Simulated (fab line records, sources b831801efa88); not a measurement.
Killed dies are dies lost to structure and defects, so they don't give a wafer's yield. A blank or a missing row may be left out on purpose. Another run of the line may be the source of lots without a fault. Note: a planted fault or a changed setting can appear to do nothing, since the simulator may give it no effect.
fab line records	flow sky130
[record] lots = 11	wafers = 33	lastDay = 50
route steps=708 shown SONOS_ONO@171 GATE_OXIDE@200 POLY_GATE@213 RES_PROTECT@214 PAD_OPEN@708
lots untouched by any fault: they come from a run of this same line in which no faults occurred
startH: hours from the record's first day to the start of the lot's first wafer shown	waitH: time in hours since the lot's previous step	" repeats the value in the row above	L1.1+2: several wafers, shown together as one row	- no value, or no start given	* or withheld: withheld	< > ~ a bound
route shown NAME@n: NAME is a module with steps in the file, n the number in the route of the first one	usual: mean/standard deviation of fault-free wafers	same: alike in all rows	chamber/n: place in a boat	sites: the reading at each site	_std_site: the values' standard deviation	_edge_site: inner sites' mean taken away from outer sites' mean	radiusMm: how far each site lies from the wafer's centre	mask NAME#n: copy n	behind: the most recent tool/chamber to have shaped the wafer	hold: reason for holding the lot/hours on hold/outcome of the hold	device: the n, p or np transistor that did not switch	end of line: the route-end tests of the same wafers	step lacking rows: just its recipe	killed: the dies lost at the first sort to structure and to defects; this is not the yield of the wafer	map: a wafer's dies, x killed, . not, _ none there
set.NAME: the setting as run; set.NAME@STEP: as run at that earlier step	model.NAME: the simulator's own value behind a step, which no gauge read
one table for each step of the route and one row for each wafer, over a sample of lots
services: the hour from which a tool's chamber was out of use, counted from the record's first day as startH (under 0 if before that day), plus the number of hours and why
[[steps]]
[step SKY_SONOS_ONO_THK_MEAS_03]
[recipe] reads = Si3N4_of_SONOS_ONO_CVD_02
[usual] SONOS_ONO_CVD_02_THK = 10.45/0.12
lot.wafer	tool	chamber	startH	waitH	SONOS_ONO_CVD_02_THK[nm]
L145.2	filmMetro-01	-	305.42	0.0	10.47
L145.4	"	-	"	"	10.38
L145.6	"	-	"	"	10.43
L150.1	filmMetro-02	-	336.12	0.0	10.18
L150.2	"	-	"	"	10.37
L150.6	"	-	"	"	10.27
L151.1	filmMetro-02	-	349.53	0.0	10.56
L151.4	"	-	"	"	10.43
L151.5	"	-	"	"	10.40
L152.3	filmMetro-03	-	358.60	0.0	10.51
L152.4	"	-	"	"	10.51
L152.5	"	-	"	"	10.62
L155.1	filmMetro-01	-	378.49	0.0	10.37
L155.2	"	-	"	"	10.49
L155.4	"	-	"	"	10.62
L156.1	filmMetro-02	-	386.88	0.0	10.47
L156.3	"	-	"	"	10.49
L156.6	"	-	"	"	10.51
L157.1	filmMetro-03	-	405.36	0.0	10.35
L157.2	"	-	"	"	10.35
L157.5	"	-	"	"	10.30
L158.2	filmMetro-03	-	413.46	0.0	10.23
L158.5	"	-	"	"	10.30
L158.6	"	-	"	"	10.27
L159.1	filmMetro-03	-	416.29	0.0	10.63
L159.5	"	-	"	"	10.52
L159.6	"	-	"	"	10.52
L160.3	filmMetro-01	-	421.54	0.0	10.62
L160.4	"	-	"	"	10.39
L160.6	"	-	"	"	10.48
L162.1	filmMetro-01	-	438.83	0.0	10.46
L162.5	"	-	"	"	10.38
L162.6	"	-	"	"	10.19
[step SKY_GATE_OXIDE_STRIP_13]
[recipe] chemistry = O2/N2	powerW = 1400	pressureMtorr = 1500	platenTempC = withheld	o2FlowSccm = 3000	n2FlowSccm = 300	overashFraction = 0.5
[usual] drypumpMotorCurrentA = 5.64/0.23	oesProductAu = 0.716/0.0047	stripTimeToEndpointS = 14.21/0.038
lot.wafer	tool	chamber	startH	waitH	drypumpMotorCurrentA	oesProductAu	rfHoursCounterH	stripTimeToEndpointS
L145.2	plasmaAsher-02	0	362.14	0.0	5.43	0.720	24	14.25
L145.4	"	0	"	"	5.43	0.715	-	14.21
L145.6	"	1	"	"	5.55	0.717	-	14.20
L150.1	plasmaAsher-02	0	395.31	0.0	5.43	0.721	27	14.17
L150.2	"	1	"	"	5.57	0.717	27	14.17
L150.6	"	1	"	"	5.57	0.714	-	14.09
L151.1	plasmaAsher-02	0	410.62	0.0	5.43	0.718	29	14.23
L151.4	"	1	"	"	5.57	0.715	-	14.13
L151.5	"	1	"	"	5.56	0.712	-	14.17
L152.3	plasmaAsher-03	1	420.07	0.0	5.90	0.727	-	14.19
L152.4	"	0	"	"	5.94	0.720	-	14.20
L152.5	"	0	"	"	5.93	0.706	-	14.20
L155.1	plasmaAsher-04	1	441.35	0.0	5.28	0.714	74	14.25
L155.2	"	0	"	"	5.75	0.714	74	14.26
L155.4	"	0	"	"	5.72	0.721	-	14.24
L156.1	plasmaAsher-03	0	450.08	0.0	5.94	0.710	61	14.21
L156.3	"	0	"	"	5.96	0.716	-	14.27
L156.6	"	0	"	"	5.94	0.714	-	14.22
L157.1	plasmaAsher-03	1	469.35	0.0	5.89	0.712	63	14.15
L157.2	"	0	"	"	5.91	0.714	63	14.16
L157.5	"	1	"	"	5.90	0.723	-	14.19
L158.2	plasmaAsher-02	0	478.21	0.0	5.44	0.717	36	14.21
L158.5	"	0	"	"	5.42	0.715	-	14.24
L158.6	"	1	"	"	5.55	0.711	-	14.20
L159.1	plasmaAsher-02	0	481.03	0.0	5.43	0.717	36	14.18
L159.5	"	0	"	"	5.42	0.720	-	14.17
L159.6	"	1	"	"	5.57	0.720	-	14.15
L160.3	plasmaAsher-03	0	487.03	0.0	5.96	0.711	-	14.21
L160.4	"	1	"	"	5.92	0.715	-	14.18
L160.6	"	0	"	"	5.95	0.714	-	14.23
L162.1	plasmaAsher-04	0	502.95	0.0	5.73	0.713	80	14.24
L162.5	"	0	"	"	5.76	0.713	-	14.21
L162.6	"	1	"	"	5.23	0.719	-	14.16
[step SKY_POLY_GATE_IMPLANT_02]
[recipe] species = P	energyKev = 30	doseCm2 = 7.7e+15	tiltDeg = 0
[usual] tiltDeg = -0.001/0.02
lot.wafer	tool	chamber	startH	waitH	tiltDeg
L145.2	implanter-03	0	395.12	0.1	-0.018
L145.4	"	0	"	"	-0.026
L145.6	"	0	"	"	-0.028
L145.2	implanter-03	0	395.59	0.4	-0.001
L145.4	"	0	"	"	0.013
L145.6	"	0	"	"	-0.013
L150.1	implanter-04	0	429.10	0.1	-0.026
L150.2	"	0	"	"	0.007
L150.6	"	0	"	"	0.006
L151.1	implanter-04	0	444.46	0.1	0.014
L151.4	"	0	"	"	0.009
L151.5	"	0	"	"	-0.006
L151.1	implanter-04	0	444.78	0.3	-0.014
L151.4	"	0	"	"	-0.002
L151.5	"	0	"	"	-0.017
L152.3	implanter-04	0	453.63	0.1	0.004
L152.4	"	0	"	"	-0.022
L152.5	"	0	"	"	-0.021
L152.3	implanter-04	0	453.94	0.3	-0.020
L152.4	"	0	"	"	0.025
L152.5	"	0	"	"	0.004
L155.1	implanter-03	0	474.95	0.1	-0.006
L155.2	"	0	"	"	-0.010
L155.4	"	0	"	"	-0.016
L156.1	implanter-03	0	484.31	0.1	0.000
L156.3	"	0	"	"	0.001
L156.6	"	0	"	"	-0.027
L157.1	implanter-02	0	503.52	0.1	0.007
L157.2	"	0	"	"	-0.015
L157.5	"	0	"	"	-0.017
L158.2	implanter-03	0	512.84	0.1	0.013
L158.5	"	0	"	"	-0.017
L158.6	"	0	"	"	-0.007
L159.1	implanter-03	0	515.06	0.1	-0.019
L159.5	"	0	"	"	-0.019
L159.6	"	0	"	"	0.004
L160.3	implanter-02	0	521.55	0.1	0.007
L160.4	"	0	"	"	-0.019
L160.6	"	0	"	"	-0.008
L162.1	implanter-02	0	536.40	0.1	0.006
L162.5	"	0	"	"	-0.015
L162.6	"	0	"	"	0.016
[step SKY_RES_PROTECT_STRIP_07]
[recipe] chemistry = O2/N2	powerW = 1400	pressureMtorr = 1500	platenTempC = withheld	o2FlowSccm = 3000	n2FlowSccm = 300	overashFraction = 0.5
[usual] drypumpMotorCurrentA = 5.71/0.28	oesProductAu = 0.518/0.0041	stripTimeToEndpointS = 23.31/0.047
lot.wafer	tool	chamber	startH	waitH	drypumpMotorCurrentA	oesProductAu	rfHoursCounterH	stripTimeToEndpointS
L145.2	plasmaAsher-01	1	395.71	0.1	6.03	0.496	74	25.10
L145.4	"	1	"	"	6.05	0.499	-	25.11
L145.6	"	0	"	"	5.54	0.500	-	25.11
L150.1	plasmaAsher-04	1	429.25	0.1	5.26	0.510	73	23.30
L150.2	"	0	"	"	5.74	0.514	73	23.37
L150.6	"	0	"	"	5.73	0.516	-	23.35
L151.1	plasmaAsher-03	1	444.93	0.1	5.93	0.501	61	25.18
L151.4	"	0	"	"	5.98	0.500	-	25.19
L151.5	"	0	"	"	6.00	0.491	-	25.15
L152.3	plasmaAsher-01	0	454.08	0.1	5.56	0.498	-	25.23
L152.4	"	1	"	"	5.99	0.490	-	25.17
L152.5	"	0	"	"	5.56	0.495	-	25.21
L155.1	plasmaAsher-04	0	475.10	0.1	5.72	0.515	77	23.35
L155.2	"	1	"	"	5.25	0.516	77	23.33
L155.4	"	0	"	"	5.70	0.528	-	23.36
L156.1	plasmaAsher-03	0	484.46	0.1	5.95	0.524	65	23.30
L156.3	"	0	"	"	5.94	0.522	-	23.31
L156.6	"	0	"	"	5.93	0.517	-	23.28
L157.1	plasmaAsher-04	1	503.67	0.1	5.27	0.521	80	23.31
L157.2	"	0	"	"	5.71	0.520	80	23.29
L157.5	"	1	"	"	5.26	0.513	-	23.27
L158.2	plasmaAsher-03	0	512.96	0.1	5.97	0.515	69	23.26
L158.5	"	0	"	"	5.97	0.522	-	23.23
L158.6	"	1	"	"	5.93	0.522	-	23.26
L159.1	plasmaAsher-04	0	515.21	0.1	5.76	0.518	82	23.34
L159.5	"	1	"	"	5.26	0.507	-	23.30
L159.6	"	0	"	"	5.76	0.516	-	23.37
L160.3	plasmaAsher-04	0	521.68	0.1	5.72	0.519	-	23.28
L160.4	"	1	"	"	5.24	0.515	-	23.30
L160.6	"	1	"	"	5.25	0.528	-	23.27
L162.1	plasmaAsher-01	0	536.55	0.1	5.55	0.515	7	23.25
L162.5	"	1	"	"	6.01	0.515	-	23.23
L162.6	"	0	"	"	5.54	0.514	-	23.24
[step SKY_RES_PROTECT_TW_MEAS_08]
[usual] POLY_GATE_TW = 4035/31
lot.wafer	tool	chamber	startH	waitH	POLY_GATE_TW
L145.2	filmMetro-04	-	395.82	0.1	4120
L145.4	"	-	"	"	4129
L145.6	"	-	"	"	4138
L150.1	filmMetro-01	-	429.35	0.1	3987
L150.2	"	-	"	"	4001
L150.6	"	-	"	"	4007
L151.1	filmMetro-01	-	445.03	0.1	4136
L151.4	"	-	"	"	4150
L151.5	"	-	"	"	4137
L152.3	filmMetro-01	-	454.16	0.1	4139
L152.4	"	-	"	"	4122
L152.5	"	-	"	"	4133
L155.1	filmMetro-02	-	475.20	0.1	4113
L155.2	"	-	"	"	4098
L155.4	"	-	"	"	4085
L156.1	filmMetro-02	-	484.56	0.1	4105
L156.3	"	-	"	"	4065
L156.6	"	-	"	"	4081
L157.1	filmMetro-04	-	503.77	0.1	4047
L157.2	"	-	"	"	4086
L157.5	"	-	"	"	4065
L158.2	filmMetro-04	-	513.07	0.1	4068
L158.5	"	-	"	"	4086
L158.6	"	-	"	"	4091
L159.1	filmMetro-02	-	515.31	0.1	4089
L159.5	"	-	"	"	4087
L159.6	"	-	"	"	4061
L160.3	filmMetro-01	-	521.77	0.1	3995
L160.4	"	-	"	"	4024
L160.6	"	-	"	"	3994
L162.1	filmMetro-01	-	536.65	0.1	4001
L162.5	"	-	"	"	4011
L162.6	"	-	"	"	4009
[step SKY_POLY_GATE_ETCH_15]
[recipe] chemistry = N2/H2	target = BARC	ionEnergyEv = 200	sourceW = 500	biasW = 100	pressureMtorr = 30	n2FlowSccm = 100	h2FlowSccm = 200	stopOn = SiO2	timeS = 118.5	targetDepthA = 1100
[usual] drypumpMotorCurrentA = 5.6/0.46	oesProductAu = 0.716/0.0049	throttleValvePct = 13.213/0.009
[same] timeS = 118.5
lot.wafer	tool	chamber	startH	waitH	drypumpMotorCurrentA	oesProductAu	rfHoursCounterH	throttleValvePct
L145.2	rieDiel-01	0	426.58	0.0	5.9	0.715	7	13.202
L145.4	"	1	"	"	5.6	0.711	80	13.217
L145.6	"	2	"	"	4.9	0.712	-	13.221
L150.1	rieDiel-04	1	463.05	0.0	5.6	0.715	1	13.216
L150.2	"	3	"	"	6.1	0.716	21	13.220
L150.6	"	1	"	"	5.6	0.716	-	13.213
L151.1	rieDiel-01	0	478.17	0.0	6.0	0.704	8	13.219
L151.4	"	1	"	"	5.6	0.716	81	13.201
L151.5	"	1	"	"	5.6	0.712	-	13.230
L152.3	rieDiel-01	1	485.98	0.0	5.6	0.725	81	13.220
L152.4	"	2	"	"	4.9	0.715	4	13.224
L152.5	"	0	"	"	6.0	0.717	-	13.211
L155.1	rieDiel-02	3	507.83	0.0	6.2	0.712	26	13.215
L155.2	"	2	"	"	5.3	0.707	25	13.207
L155.4	"	3	"	"	6.2	0.713	-	13.210
L156.1	rieDiel-01	2	516.82	0.0	4.9	0.725	5	13.204
L156.3	"	3	"	"	5.2	0.715	65	13.200
L156.6	"	1	"	"	5.6	0.707	-	13.217
L157.1	rieDiel-01	0	535.82	0.0	6.0	0.723	9	13.228
L157.2	"	2	"	"	4.9	0.724	5	13.217
L157.5	"	1	"	"	5.6	0.711	-	13.208
L158.2	rieDiel-04	3	545.42	0.0	6.2	0.721	22	13.218
L158.5	"	0	"	"	6.3	0.713	-	13.208
L158.6	"	3	"	"	6.2	0.712	-	13.215
L159.1	rieDiel-01	0	547.22	0.0	5.9	0.728	10	13.218
L159.5	"	0	"	"	6.0	0.716	-	13.210
L159.6	"	2	"	"	4.9	0.716	-	13.213
L160.3	rieDiel-02	0	553.96	0.0	6.1	0.708	16	13.219
L160.4	"	0	"	"	6.1	0.710	-	13.199
L160.6	"	1	"	"	5.2	0.711	-	13.201
L162.1	rieDiel-02	2	568.72	0.0	5.4	0.720	27	13.219
L162.5	"	2	"	"	5.4	0.710	-	13.221
L162.6	"	3	"	"	6.2	0.715	-	13.221
[step SKY_PAD_OPEN_PROBE_99]
[usual] killed_at_M0_to_M3 = 44/6	killed_at_M4_up = 2.9/1.5	killedAtContacts = 24/4.9	killedAtFrontEnd = 16/4.3	killedAtOther = 0.3/0.54	killedDies = 87/8.7	killedOpen = 48/6.7	killedShort = 39/5.9
[same] grossDies = 492	killedAtBackSide = 0
lot.wafer	tool	chamber	startH	waitH	killed_at_M0_to_M3	killed_at_M4_up	killedAtContacts	killedAtFrontEnd	killedAtOther	killedDies	killedOpen	killedShort
L145.2	prober-02	-	1115.20	0.1	48	3	33	15	0	99	52	47
L145.4	prober-02	-	1115.30	0.2	42	1	34	8	1	86	51	35
L145.6	prober-02	-	1115.40	0.2	46	2	23	18	0	89	55	34
L150.1	prober-01	-	1137.50	0.1	42	4	29	17	1	93	48	45
L150.2	prober-01	-	1137.55	0.1	42	3	24	13	0	82	46	36
L150.6	prober-01	-	1137.75	0.2	31	4	26	22	0	83	54	29
L151.1	prober-02	-	1147.67	0.1	33	6	25	14	0	78	40	37
L151.4	prober-02	-	1147.82	0.2	46	4	34	19	0	103	54	49
L151.5	prober-02	-	1147.87	0.2	51	3	24	19	0	97	36	60
L152.3	prober-01	-	1152.27	0.2	35	1	25	18	1	80	43	37
L152.4	prober-01	-	1152.32	0.2	51	5	18	17	0	91	55	36
L152.5	prober-01	-	1152.37	0.2	50	3	21	15	0	89	46	43
L155.1	prober-02	-	1165.37	0.1	42	2	28	15	0	87	43	44
L155.2	prober-02	-	1165.42	0.1	49	2	24	12	1	88	49	39
L155.4	prober-02	-	1165.52	0.2	53	3	26	20	0	102	57	44
L156.1	prober-01	-	1169.02	0.1	55	3	18	12	0	88	52	36
L156.3	prober-01	-	1169.12	0.2	46	5	28	13	0	92	50	41
L156.6	prober-01	-	1169.27	0.2	51	3	21	11	0	86	46	40
L157.1	prober-02	-	1181.08	0.1	39	2	22	17	1	81	43	36
L157.2	prober-02	-	1181.13	0.1	43	2	28	13	2	88	50	36
L157.5	prober-02	-	1181.28	0.2	43	3	32	16	1	95	51	43
L158.2	prober-01	-	1186.73	0.1	47	1	29	13	0	90	56	33
L158.5	prober-01	-	1186.88	0.2	41	4	27	10	0	82	45	37
L158.6	prober-01	-	1186.93	0.2	34	1	20	14	1	70	37	33
L159.1	prober-02	-	1187.38	0.1	50	0	23	17	0	90	55	35
L159.5	prober-02	-	1187.58	0.2	48	2	35	26	0	111	55	54
L159.6	prober-02	-	1187.63	0.2	41	2	29	16	0	88	48	40
L160.3	prober-01	-	1191.14	0.2	48	1	25	12	0	86	40	46
L160.4	prober-01	-	1191.19	0.2	43	2	24	14	1	84	56	28
L160.6	prober-01	-	1191.29	0.2	51	7	16	15	1	90	49	41
L162.1	prober-01	-	1198.35	0.1	39	3	31	16	0	89	48	40
L162.5	prober-01	-	1198.55	0.2	38	2	21	16	1	78	37	40
L162.6	prober-01	-	1198.60	0.2	60	0	31	9	0	100	55	45
// killed by level:class
L145.2 CONTACT:geometricParticle:open=11 METAL1:geometricParticle:short=11 VIA1:geometricParticle:open=9 LI_CONTACT:geometricParticle:open=8 VIA1:geometricParticle:short=7 VIA3:geometricParticle:open=7 CONTACT:geometricParticle:short=6 LOCAL_INTERCONNECT:geometricParticle:short=5
L145.4 CONTACT:geometricParticle:open=14 VIA2:geometricParticle:open=10 VIA1:geometricParticle:open=9 CONTACT:geometricParticle:short=7 LI_CONTACT:geometricParticle:open=6 LI_CONTACT:geometricParticle:short=4 METAL1:geometricParticle:short=4 VIA1:geometricParticle:short=4
L145.6 VIA1:geometricParticle:open=13 CONTACT:geometricParticle:open=10 METAL1:geometricParticle:short=8 LI_CONTACT:geometricParticle:open=6 VIA3:geometricParticle:open=6 FIELD_ISO:geometricParticle:short=5 VIA1:geometricParticle:short=5 SONOS_ONO:geometricParticle:open=4
L150.1 VIA1:geometricParticle:open=12 CONTACT:geometricParticle:open=10 METAL2:geometricParticle:short=8 LI_CONTACT:geometricParticle:open=6 CONTACT:geometricParticle:short=6 FIELD_ISO:geometricParticle:open=5 FIELD_ISO:geometricParticle:short=5 VIA2:geometricParticle:open=5
L150.2 CONTACT:geometricParticle:open=9 VIA1:geometricParticle:open=8 CONTACT:geometricParticle:short=6 VIA2:geometricParticle:open=6 POLY_GATE:geometricParticle:open=5 LOCAL_INTERCONNECT:geometricParticle:short=5 VIA3:geometricParticle:open=5 METAL2:geometricParticle:short=5
L150.6 VIA1:geometricParticle:open=14 CONTACT:geometricParticle:open=11 POLY_GATE:geometricParticle:open=9 POLY_GATE:geometricParticle:short=6 LI_CONTACT:geometricParticle:open=6 VIA3:geometricParticle:open=6 FIELD_ISO:geometricParticle:short=4 CONTACT:geometricParticle:short=4
L151.1 CONTACT:geometricParticle:open=10 CONTACT:geometricParticle:short=7 METAL1:geometricParticle:short=6 VIA2:geometricParticle:open=6 FIELD_ISO:geometricParticle:short=4 LI_CONTACT:geometricParticle:open=4 LOCAL_INTERCONNECT:geometricParticle:short=4 VIA1:geometricParticle:open=4
L151.4 CONTACT:geometricParticle:open=12 VIA1:geometricParticle:open=10 LI_CONTACT:geometricParticle:open=8 VIA3:geometricParticle:short=7 LOCAL_INTERCONNECT:geometricParticle:short=7 VIA3:geometricParticle:open=7 CONTACT:geometricParticle:short=6 POLY_GATE:geometricParticle:short=5
L151.5 POLY_GATE:geometricParticle:short=9 VIA1:geometricParticle:open=9 CONTACT:geometricParticle:open=8 FIELD_ISO:geometricParticle:short=6 METAL2:geometricParticle:short=6 VIA3:geometricParticle:short=6 LI_CONTACT:geometricParticle:short=5 CONTACT:geometricParticle:short=5
L152.3 VIA1:geometricParticle:open=9 LI_CONTACT:geometricParticle:open=8 LOCAL_INTERCONNECT:geometricParticle:short=8 VIA3:geometricParticle:open=7 FIELD_ISO:geometricParticle:short=5 CONTACT:geometricParticle:open=5 CONTACT:geometricParticle:short=4 VIA2:geometricParticle:open=4
L152.4 VIA3:geometricParticle:open=12 VIA1:geometricParticle:open=10 LI_CONTACT:geometricParticle:open=7 VIA2:geometricParticle:open=6 CONTACT:geometricParticle:open=6 FIELD_ISO:geometricParticle:open=5 METAL3:geometricParticle:short=5 METAL4:geometricParticle:short=5
L152.5 VIA1:geometricParticle:open=16 VIA2:geometricParticle:short=7 POLY_GATE:geometricParticle:open=6 LI_CONTACT:geometricParticle:open=6 CONTACT:geometricParticle:short=6 VIA1:geometricParticle:short=6 METAL2:geometricParticle:short=5 VIA2:geometricParticle:open=5
L155.1 VIA1:geometricParticle:open=12 LI_CONTACT:geometricParticle:short=9 CONTACT:geometricParticle:open=7 LI_CONTACT:geometricParticle:open=6 FIELD_ISO:geometricParticle:short=5 VIA2:geometricParticle:short=5 VIA1:geometricParticle:short=5 VIA2:geometricParticle:open=5
L155.2 VIA1:geometricParticle:open=15 CONTACT:geometricParticle:open=9 VIA3:geometricParticle:open=8 CONTACT:geometricParticle:short=6 METAL2:geometricParticle:short=6 VIA2:geometricParticle:open=5 FIELD_ISO:geometricParticle:open=4 FIELD_ISO:geometricParticle:short=4
L155.4 VIA1:geometricParticle:short=12 VIA1:geometricParticle:open=11 LI_CONTACT:geometricParticle:open=9 CONTACT:geometricParticle:open=8 METAL2:geometricParticle:short=6 VIA2:geometricParticle:open=6 FIELD_ISO:geometricParticle:open=5 METAL2:geometricParticle:open=5
L156.1 CONTACT:geometricParticle:open=12 VIA1:geometricParticle:open=12 VIA2:geometricParticle:open=8 VIA2:geometricParticle:short=7 VIA3:geometricParticle:open=7 METAL2:geometricParticle:short=5 VIA1:geometricParticle:short=4 METAL2:geometricParticle:open=4
L156.3 VIA2:geometricParticle:open=11 VIA1:geometricParticle:open=10 LI_CONTACT:geometricParticle:open=7 CONTACT:geometricParticle:open=7 VIA3:geometricParticle:open=7 CONTACT:geometricParticle:short=6 METAL2:geometricParticle:short=5 METAL4:geometricParticle:short=5
L156.6 VIA2:geometricParticle:open=12 VIA1:geometricParticle:open=10 METAL1:geometricParticle:short=8 LI_CONTACT:geometricParticle:open=7 METAL2:geometricParticle:short=6 LOCAL_INTERCONNECT:geometricParticle:short=4 CONTACT:geometricParticle:open=4 VIA3:geometricParticle:open=4
L157.1 VIA2:geometricParticle:open=9 LI_CONTACT:geometricParticle:open=8 VIA1:geometricParticle:open=7 POLY_GATE:geometricParticle:short=5 CONTACT:geometricParticle:short=5 METAL1:geometricParticle:short=5 VIA3:geometricParticle:open=4 LOCAL_INTERCONNECT:geometricParticle:short=4
L157.2 CONTACT:geometricParticle:open=13 VIA1:geometricParticle:open=7 METAL2:geometricParticle:short=7 VIA2:geometricParticle:open=7 VIA2:geometricParticle:short=6 VIA3:geometricParticle:open=5 LI_CONTACT:geometricParticle:open=5 CONTACT:geometricParticle:short=5
L157.5 CONTACT:geometricParticle:open=15 VIA1:geometricParticle:short=9 VIA2:geometricParticle:open=7 LI_CONTACT:geometricParticle:open=7 CONTACT:geometricParticle:short=5 METAL1:geometricParticle:short=5 VIA1:geometricParticle:open=5 METAL2:geometricParticle:short=4
L158.2 VIA2:geometricParticle:open=13 LI_CONTACT:geometricParticle:open=13 VIA1:geometricParticle:open=11 CONTACT:geometricParticle:open=8 METAL1:geometricParticle:short=6 LI_CONTACT:geometricParticle:short=5 POLY_GATE:geometricParticle:short=4 VIA1:geometricParticle:short=4
L158.5 VIA1:geometricParticle:open=9 VIA2:geometricParticle:open=8 CONTACT:geometricParticle:open=6 METAL2:geometricParticle:short=6 VIA3:geometricParticle:open=6 LI_CONTACT:geometricParticle:open=5 LI_CONTACT:geometricParticle:short=5 CONTACT:geometricParticle:short=5
L158.6 CONTACT:geometricParticle:open=9 VIA1:geometricParticle:open=8 METAL1:geometricParticle:short=7 VIA2:geometricParticle:open=6 LI_CONTACT:geometricParticle:open=5 METAL2:geometricParticle:short=4 FIELD_ISO:geometricParticle:short=3 FIELD_ISO:geometricParticle:open=3
L159.1 VIA1:geometricParticle:open=11 LI_CONTACT:geometricParticle:open=10 FIELD_ISO:geometricParticle:open=9 VIA3:geometricParticle:open=8 METAL2:geometricParticle:short=7 METAL1:geometricParticle:short=6 CONTACT:geometricParticle:open=5 VIA2:geometricParticle:open=5
L159.5 LI_CONTACT:geometricParticle:open=9 METAL1:geometricParticle:short=9 VIA1:geometricParticle:open=9 CONTACT:geometricParticle:short=8 FIELD_ISO:geometricParticle:open=7 POLY_GATE:geometricParticle:open=7 POLY_GATE:geometricParticle:short=7 CONTACT:geometricParticle:open=7
L159.6 CONTACT:geometricParticle:open=19 VIA2:geometricParticle:open=9 VIA1:geometricParticle:open=6 METAL1:geometricParticle:short=6 POLY_GATE:geometricParticle:short=5 CONTACT:geometricParticle:short=5 FIELD_ISO:geometricParticle:short=4 VIA2:geometricParticle:short=4
L160.3 CONTACT:geometricParticle:short=10 VIA1:geometricParticle:open=10 VIA3:geometricParticle:short=6 CONTACT:geometricParticle:open=5 VIA2:geometricParticle:open=5 VIA3:geometricParticle:open=5 LI_CONTACT:geometricParticle:short=4 LI_CONTACT:geometricParticle:open=4
L160.4 VIA1:geometricParticle:open=14 CONTACT:geometricParticle:open=10 VIA3:geometricParticle:open=8 VIA2:geometricParticle:open=7 LI_CONTACT:geometricParticle:open=5 METAL1:geometricParticle:short=4 FIELD_ISO:geometricParticle:short=3 FIELD_ISO:geometricParticle:open=3
L160.6 VIA1:geometricParticle:open=11 METAL2:geometricParticle:short=8 VIA2:geometricParticle:open=8 VIA3:geometricParticle:open=8 METAL4:geometricParticle:short=7 FIELD_ISO:geometricParticle:open=6 FIELD_ISO:geometricParticle:short=5 LI_CONTACT:geometricParticle:open=5
L162.1 CONTACT:geometricParticle:open=11 LI_CONTACT:geometricParticle:open=9 VIA1:geometricParticle:open=9 LOCAL_INTERCONNECT:geometricParticle:short=7 FIELD_ISO:geometricParticle:open=6 VIA3:geometricParticle:open=6 METAL1:geometricParticle:short=6 VIA2:geometricParticle:short=5
L162.5 VIA1:geometricParticle:open=11 LI_CONTACT:geometricParticle:open=9 FIELD_ISO:geometricParticle:short=7 CONTACT:geometricParticle:short=6 VIA3:geometricParticle:open=5 POLY_GATE:geometricParticle:short=4 METAL1:geometricParticle:short=4 VIA1:geometricParticle:short=4
L162.6 CONTACT:geometricParticle:open=14 VIA1:geometricParticle:open=12 VIA3:geometricParticle:open=11 METAL1:geometricParticle:short=8 LI_CONTACT:geometricParticle:open=7 METAL2:geometricParticle:short=7 VIA1:geometricParticle:short=6 CONTACT:geometricParticle:short=6
[[services]]
tool	chamber	startH	hours	kind
plasmaAsher-02	-	345.39	1.0	repair
rieDiel-04	-	359.33	2.4	repair
rieDiel-01	2	359.92	5.6	repair
rieDiel-01	1	360.18	5.2	repair
rieDiel-02	3	362.52	2.4	repair
rieDiel-04	0	382.68	4.6	repair
implanter-04	-	393.68	3.7	pm
implanter-03	-	400.55	8.2	pm
implanter-02	-	414.12	4.1	repair
plasmaAsher-01	-	421.25	9.0	pm
implanter-03	-	432.40	10.2	pm
implanter-04	-	454.91	3.1	repair
rieDiel-04	0	458.36	19.4	repair
rieDiel-02	-	465.11	2.4	repair
rieDiel-02	-	467.79	14.6	pm
implanter-04	-	483.17	2.2	pm
rieDiel-02	2	486.10	2.0	repair
plasmaAsher-01	-	488.52	6.4	repair
plasmaAsher-01	-	494.95	28.1	pm
rieDiel-02	-	497.03	0.9	repair
implanter-03	-	532.57	1.0	repair
implanter-04	-	534.47	2.9	repair
rieDiel-02	3	542.49	20.6	repair
implanter-04	-	563.08	14.3	repair
[[key]]
[firstSign] step = SKY_POLY_GATE_IMPLANT_02	reading = visit	direction = added
[effect] step = SKY_RES_PROTECT_STRIP_07	reading = stripTimeToEndpointS	direction = up	sigmas = 39	usual = *	struck = *
[effect] step = SKY_RES_PROTECT_TW_MEAS_08	reading = POLY_GATE_TW	direction = up	sigmas = 3.2	usual = 4035	struck = 4134
metAt SKY_POLY_GATE_IMPLANT_02
struckLots L145,L151,L152
testerLeftOut L145,L151,L152
notActingAt SKY_SONOS_ONO_THK_MEAS_03,SKY_GATE_OXIDE_STRIP_13,SKY_POLY_GATE_ETCH_15
[fault] kind = repeatedStepWhole	tool = implanter-02,implanter-03,implanter-04	chamber = -	onsetH = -	steps = SKY_POLY_GATE_IMPLANT_02	times = 1	scope = struckLotsOnly
// testerLeftOut: of these lots the tester's yield and bins aren't shown, on N5 and GAA mostly nor the transistor test; their killed dies are dies lost to structure and defects alone, not to doping, threshold or leakage, so they don't give the yield
